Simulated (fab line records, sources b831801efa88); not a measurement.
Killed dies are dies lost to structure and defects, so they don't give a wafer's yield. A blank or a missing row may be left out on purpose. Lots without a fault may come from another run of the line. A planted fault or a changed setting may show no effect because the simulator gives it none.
Split-lot experiment | flow sky130 | 5 lots, 23 wafers read, on a route of 708 steps

THE SPLIT
At SKY_METAL5_SPUTTER_03 (material Ti, target thk 5 nm, time 3.3 s), the setting time_s was moved away from the recipe's 3.3 s on 8 of the 23 wafers read, by -12.7% to +13.6%. The other wafers ran this setting at the recipe's value.

The reading is taken at the split's own step.

THE READING
Ti_of_METAL5_SPUTTER_03.thk_nm (the simulator's own value, which no gauge read), in nm, at SKY_METAL5_SPUTTER_03 (material Ti, target thk 5 nm, time 3.3 s). The file gives no usual value for it. The 15 wafers here that ran the recipe average 5.060 nm, standard deviation 0.088 nm.

wafer  | tool, chamber at the split | time_s as run, s | against the recipe | Ti_of_METAL5_SPUTTER_03.thk_nm, nm | against lot-mates on the recipe
L074.1 | pvd_sputter-03, -          | 3.748            | +13.6%             | 5.904                              | +0.785
L074.3 | pvd_sputter-03, -          | 3.3              | recipe             | 5.162                              | -
L074.4 | pvd_sputter-03, -          | 3.748            | +13.6%             | 5.898                              | +0.779
L074.5 | pvd_sputter-03, -          | 3.748            | +13.6%             | 5.898                              | +0.779
L074.6 | pvd_sputter-03, -          | 3.3              | recipe             | 5.075                              | -
L079.1 | pvd_sputter-01, -          | 3.3              | recipe             | 5.025                              | -
L079.3 | pvd_sputter-01, -          | 3.3              | recipe             | 4.938                              | -
L079.4 | pvd_sputter-01, -          | 3.3              | recipe             | 5.079                              | -
L079.5 | pvd_sputter-01, -          | 3.3              | recipe             | 5.086                              | -
L079.6 | pvd_sputter-01, -          | 3.3              | recipe             | 4.904                              | -
L081.2 | pvd_sputter-01, -          | 3.3              | recipe             | 4.912                              | -
L081.3 | pvd_sputter-01, -          | 3.3              | recipe             | 5.01                               | -
L081.4 | pvd_sputter-01, -          | 2.88             | -12.7%             | 4.189                              | -0.772
L081.5 | pvd_sputter-01, -          | 2.88             | -12.7%             | 4.302                              | -0.659
L081.6 | pvd_sputter-01, -          | 2.88             | -12.7%             | 4.293                              | -0.668
L084.1 | pvd_sputter-02, -          | 3.3              | recipe             | 5.2                                | -
L084.2 | pvd_sputter-02, -          | 3.736            | +13.2%             | 5.724                              | +0.577
L084.4 | pvd_sputter-02, -          | 3.736            | +13.2%             | 5.817                              | +0.670
L084.5 | pvd_sputter-02, -          | 3.3              | recipe             | 5.088                              | -
L084.6 | pvd_sputter-02, -          | 3.3              | recipe             | 5.153                              | -
L085.2 | pvd_sputter-03, -          | 3.3              | recipe             | 5.14                               | -
L085.3 | pvd_sputter-03, -          | 3.3              | recipe             | 5.112                              | -
L085.6 | pvd_sputter-03, -          | 3.3              | recipe             | 5.018                              | -

THE FIT
A straight line over all 23 wafers: Ti_of_METAL5_SPUTTER_03.thk_nm changes by +0.0603 nm for each +1% of time_s; r = +0.99; the points scatter about the line by 0.083 nm.
The same after taking each lot's own level away (the mean of its wafers on the recipe; 23 wafers): +0.0541 nm for each +1%; r = +0.99; scatter 0.064 nm.
On that fit, the largest move of time_s shifts the reading by 0.73 nm.
The lots' own levels span 4.9610 to 5.1470 nm, that is 2.1 times the standard deviation above.
So the lot-to-lot level changes the slope: the two fits differ.
Check: with one of the wafers moved furthest among these (+13.6%) left out of the fit, the line predicts +0.721 nm for it against its lot-mates. It came out at +0.785 nm against them.

OTHER SPLITS ON THESE WAFERS
These wafers also went through other splits before the reading. Each is held against what the fit with the lots' levels taken away leaves over:
other split on the same wafers | wafers away from the commonest value | r with Ti_of_METAL5_SPUTTER_03.thk_nm (lot level and that fit taken away)
SKY_VIA4_SOFTBAKE_07 temp_c    | 4                                    | +0.18
SKY_METAL5_SPUTTER_02 time_s   | 8                                    | +0.06

THE FILE'S OWN FIT
Ti_of_METAL5_SPUTTER_03.thk_nm changes by +0.0533 nm for each +1% of time_s, r = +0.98.
